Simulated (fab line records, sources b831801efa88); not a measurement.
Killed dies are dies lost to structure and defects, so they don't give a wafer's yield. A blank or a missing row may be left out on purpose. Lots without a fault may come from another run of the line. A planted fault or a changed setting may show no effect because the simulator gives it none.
One fault seen from 2 desks | flow gf180mcu | each desk has only its own numbers; what lay behind them comes last

THE TOOL OWNER'S DESK: pecvd-01
The tool's own readings at GF_SAB_CVD_00 (deposits SiO2 from TEOS, target thk 50 nm, time 4.9302 s): means of the sampled wafers that have a number, for each lot that ran on this tool. A lot is out of limits, marked OUT, if its mean lies more than 4 standard deviations from the usual mean; the brackets give that distance.
Columns: A = heater_power_w at GF_SAB_CVD_00, usual 678 W; B = rf_fwd_power_W at GF_SAB_CVD_00, usual 588 W; C = susceptor_temp_C at GF_SAB_CVD_00, usual 399.99 C
lot  | first seen here | A   | B   | C
L149 | day 15 13:40    | 697 | 586 | 400.07
L151 | day 16 09:00    | 848 | 585 | 400.00
L154 | day 18 07:08    | 751 | 588 | 399.96
L157 | day 18 17:08    | 703 | 589 | 399.87
L158 | day 19 11:08    | 815 | 588 | 400.00
L160 | day 19 17:23    | 772 | 589 | 399.93
This desk's finding: nothing out of limits on any of the 6 lots.

THE METROLOGY DESK
What the gauges read, lot by lot, whatever tool the lot ran on: means of the sampled wafers that have a number. A lot is out of limits, marked OUT, if its mean lies more than 4 standard deviations from the usual mean; the brackets give that distance.
Columns: A = DUAL_GATE_OXIDATION_00_THK at GF_DUAL_GATE_THK_MEAS_03, usual 10.82 nm; B = cd_nm at GF_POLY_GATE_CD_MEAS_18, usual 281.1 nm; C = HV_LDD_TW at GF_HV_LDD_TW_MEAS_11, usual 2424; D = SAB_CVD_00_THK at GF_SAB_THK_MEAS_01, usual 50.0 nm
lot  | first seen here | A     | B     | C    | D
L145 | day 7 14:26     | 10.84 | 281.9 | 2436 | 49.8
L147 | day 8 04:35     | 11.06 | 278.6 | 2428 | 50.0
L149 | day 8 18:41     | 11.07 | 280.8 | 2443 | 49.4
L151 | day 9 06:17     | 10.41 | 284.0 | 2415 | 50.3
L153 | day 10 06:34    | 10.80 | 280.5 | 2410 | 50.2
L154 | day 10 17:10    | 10.52 | 280.8 | 2399 | 49.2
L157 | day 11 05:11    | 10.73 | 281.8 | 2446 | 49.6
L156 | day 11 09:41    | 10.55 | 277.8 | 2446 | 49.3
L158 | day 11 16:32    | 10.39 | 282.6 | 2398 | 50.4
L160 | day 11 22:58    | 10.60 | 281.8 | 2436 | 48.8
L161 | day 12 05:39    | 10.72 | 279.7 | 2442 | 50.4
L164 | day 12 22:18    | 10.85 | 280.0 | 2450 | 50.2
L168 | day 14 06:00    | 10.93 | 281.8 | 2405 | 49.9
This desk's finding: nothing out of limits on any of the 13 lots.

PUT TOGETHER
The tool owner's desk saw nothing out of limits.
The metrology desk saw nothing out of limits.

WHAT THE SIMULATOR HAD PUT IN
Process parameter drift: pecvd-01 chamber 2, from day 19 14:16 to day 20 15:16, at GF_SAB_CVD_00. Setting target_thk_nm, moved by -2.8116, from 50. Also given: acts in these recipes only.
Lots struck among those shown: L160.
